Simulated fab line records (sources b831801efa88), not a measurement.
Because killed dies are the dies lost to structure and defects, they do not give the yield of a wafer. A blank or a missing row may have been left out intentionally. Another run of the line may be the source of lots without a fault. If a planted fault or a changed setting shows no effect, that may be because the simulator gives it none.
Which tool is to blame? + flow sky130 + 39 wafers from 13 lots sampled at 4 of the route's 708 steps

## WHAT EACH GAUGE READ, for each wafer
SKY_VIA1_THK_MEAS_01. Usual: VIA1_HDPCVD_THK gives 1025 nm (standard deviation 9.5).
| lot  | measured     | on            | VIA1_HDPCVD_THK (nm) | flag |
|------|--------------|---------------|----------------------|------|
| L159 | day 33 15:26 | film metro-02 | 1028 1028 1028       |      |
| L163 | day 34 15:31 | film metro-01 | 1025 1025 1036       |      |
| L164 | day 34 18:13 | film metro-01 | 1027 1020 1037       |      |
| L165 | day 35 05:02 | film metro-02 | 1031 1022 1029       |      |
| L166 | day 35 09:21 | film metro-03 | 1030 1021 1025       |      |
| L167 | day 35 21:47 | film metro-02 | 1024 1008 1038       |      |
| L170 | day 36 14:16 | film metro-01 | 1021 1028 1020       |      |
| L172 | day 37 12:45 | film metro-02 | 1027 1035 1022       |      |
| L174 | day 37 19:06 | film metro-01 | 1021 1040 1030       |      |
| L179 | day 39 02:20 | film metro-02 | 1005 1020 1015       |      |
| L180 | day 39 18:53 | film metro-03 | 1009 1007 1029       |      |
| L181 | day 39 20:43 | film metro-01 | 1029 1008 1031       |      |
| L182 | day 40 00:40 | film metro-03 | 1004 1016 1007       |      |

SKY_METAL2_RS_MEAS_05: the measuring method here is four-point-probe. Usual: METAL2_ALCU_RS gives 0.1275 ohm/sq (standard deviation 0.0015).
| lot  | measured     | on            | METAL2_ALCU_RS (ohm/sq) | flag |
|------|--------------|---------------|-------------------------|------|
| L159 | day 34 19:23 | film metro-02 | 0.1261 0.1254 0.1285    |      |
| L163 | day 35 20:08 | film metro-01 | 0.1275 0.1274 0.1255    |      |
| L164 | day 35 22:59 | film metro-04 | 0.1266 0.1275 0.1276    |      |
| L165 | day 36 09:41 | film metro-04 | 0.1280 0.1284 0.1284    |      |
| L166 | day 36 13:34 | film metro-02 | 0.1271 0.1267 0.1253    |      |
| L167 | day 37 02:29 | film metro-01 | 0.1241 0.1267 0.1270    |      |
| L170 | day 37 18:35 | film metro-01 | 0.1290 0.1261 0.1258    |      |
| L172 | day 38 16:32 | film metro-04 | 0.1281 0.1257 0.1251    |      |
| L174 | day 38 22:55 | film metro-02 | 0.1287 0.1283 0.1274    |      |
| L179 | day 40 05:17 | film metro-04 | 0.1268 0.1284 0.1269    |      |
| L180 | day 40 21:31 | film metro-04 | 0.1297 0.1302 0.1295    |      |
| L181 | day 40 23:12 | film metro-01 | 0.1288 0.1268 0.1279    |      |
| L182 | day 41 02:58 | film metro-01 | 0.1278 0.1284 0.1288    |      |

## TOOL THAT RAN EACH LOT (tool first, then ch and the chambers of the sampled wafers, then the start)
| lot  | SKY_LDD_N_IMPLANT_15            | SKY_VIA1_CVD_21               |
|------|---------------------------------|-------------------------------|
| L159 | implanter-01 ch 0, day 18 16:43 | cvd w-01 ch 0,1, day 34 18:40 |
| L163 | implanter-02 ch 0, day 19 21:02 | cvd w-01 ch 0,1, day 35 19:19 |
| L164 | implanter-01 ch 0, day 20 00:11 | cvd w-01 ch 0, day 35 22:16   |
| L165 | implanter-01 ch 0, day 20 12:43 | cvd w-02 ch 0,1, day 36 08:58 |
| L166 | implanter-01 ch 0, day 20 17:45 | cvd w-02 ch 0,1, day 36 12:52 |
| L167 | implanter-01 ch 0, day 21 07:29 | cvd w-01 ch 0,1, day 37 01:33 |
| L170 | implanter-02 ch 0, day 22 04:19 | cvd w-02 ch 0,1, day 37 17:52 |
| L172 | implanter-01 ch 0, day 22 17:46 | cvd w-02 ch 0,1, day 38 15:49 |
| L174 | implanter-01 ch 0, day 23 12:28 | cvd w-01 ch 0,1, day 38 22:11 |
| L179 | implanter-01 ch 0, day 25 02:25 | cvd w-02 ch 0, day 40 04:30   |
| L180 | implanter-04 ch 0, day 25 18:44 | cvd w-01 ch 0, day 40 20:47   |
| L181 | implanter-04 ch 0, day 25 22:19 | cvd w-02 ch 0,1, day 40 22:29 |
| L182 | implanter-04 ch 0, day 26 02:02 | cvd w-01 ch 0,1, day 41 02:15 |
- SKY_LDD_N_IMPLANT_15
- SKY_VIA1_CVD_21: deposits W, target thk 270 nm, time 80.902 s.

## AS READ BY THE TOOLS THEMSELVES (means over the sampled wafers that have a number; for cases with no such wafer, the mark the record gives instead)
SKY_LDD_N_IMPLANT_15. Usual: dose ions cm2 4.999e+12, standard deviation 5.8e+09; faraday current uA 28.3, standard deviation 0.55.
| lot  | tool         | dose ions cm2 | faraday current uA | flag |
|------|--------------|---------------|--------------------|------|
| L159 | implanter-01 | 5.000e+12     | 28.2               |      |
| L163 | implanter-02 | 5.003e+12     | 27.8               |      |
| L164 | implanter-01 | 5.003e+12     | 28.2               |      |
| L165 | implanter-01 | 5.005e+12     | 28.3               |      |
| L166 | implanter-01 | 4.995e+12     | 28.0               |      |
| L167 | implanter-01 | 4.988e+12     | 28.9               |      |
| L170 | implanter-02 | 5.004e+12     | 28.7               |      |
| L172 | implanter-01 | 5.003e+12     | 28.0               |      |
| L174 | implanter-01 | 6.293e+12     | 35.5               | OFF  |
| L179 | implanter-01 | 6.282e+12     | 35.8               | OFF  |
| L180 | implanter-04 | 5.001e+12     | 28.4               |      |
| L181 | implanter-04 | 5.000e+12     | 27.7               |      |
| L182 | implanter-04 | 5.007e+12     | 28.9               |      |

SKY_VIA1_CVD_21. Usual: 861 W for heater power w, sd 90.
| lot  | tool     | heater power w (W) | flag |
|------|----------|--------------------|------|
| L159 | cvd w-01 | 918                |      |
| L163 | cvd w-01 | 837                |      |
| L164 | cvd w-01 | 994                |      |
| L165 | cvd w-02 | 908                |      |
| L166 | cvd w-02 | 859                |      |
| L167 | cvd w-01 | 836                |      |
| L170 | cvd w-02 | 867                |      |
| L172 | cvd w-02 | 860                |      |
| L174 | cvd w-01 | 844                |      |
| L179 | cvd w-02 | 888                |      |
| L180 | cvd w-01 | 980                |      |
| L181 | cvd w-02 | 807                |      |
| L182 | cvd w-01 | 839                |      |

## THE ANSWER, worked out from the rows above alone
Rule: a lot counts as off when the mean over its wafers that have a number is more than 3 standard deviations away from the usual mean. Also off: a lot with no number at a reading for which 4 or more lots have one. Where the step has rows for the other lots, those lots are counted as sound. The gauges are gone through in route order, then the tools' own readings, and for those a lot's mean is taken as printed above. At the first step where some lot is off, the reading lying furthest off is the one used; lots without a number count as furthest.
Off, at SKY_LDD_N_IMPLANT_15 on dose ions cm2: L174, L179.
If a tool, at that step or one of the process steps before it, ran each lot that is off and ran no sound lot following the first of them, it fits. One candidate fits, namely implanter-01 at SKY_LDD_N_IMPLANT_15. A fault onset in the window from L172 (day 22 17:46, its last sound lot) to L174 (day 23 12:28, its first lot off) fits.
The tool's own readings at SKY_LDD_N_IMPLANT_15 bear it out: on the lots that are off they differ by more than 5 times the standard deviation of the sound lots' means. dose ions cm2 reads 6.288e+12 there against 5.001e+12 on the sound lots; faraday current uA reads 35.6 there against 28.3 on the sound lots.

## WHAT HAD BEEN PUT IN BY THE SIMULATOR
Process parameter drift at SKY_LDD_N_IMPLANT_15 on implanter-01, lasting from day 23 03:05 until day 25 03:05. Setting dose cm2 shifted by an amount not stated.
Struck lots among those shown: L174, L179. The rule above reached the same finding.
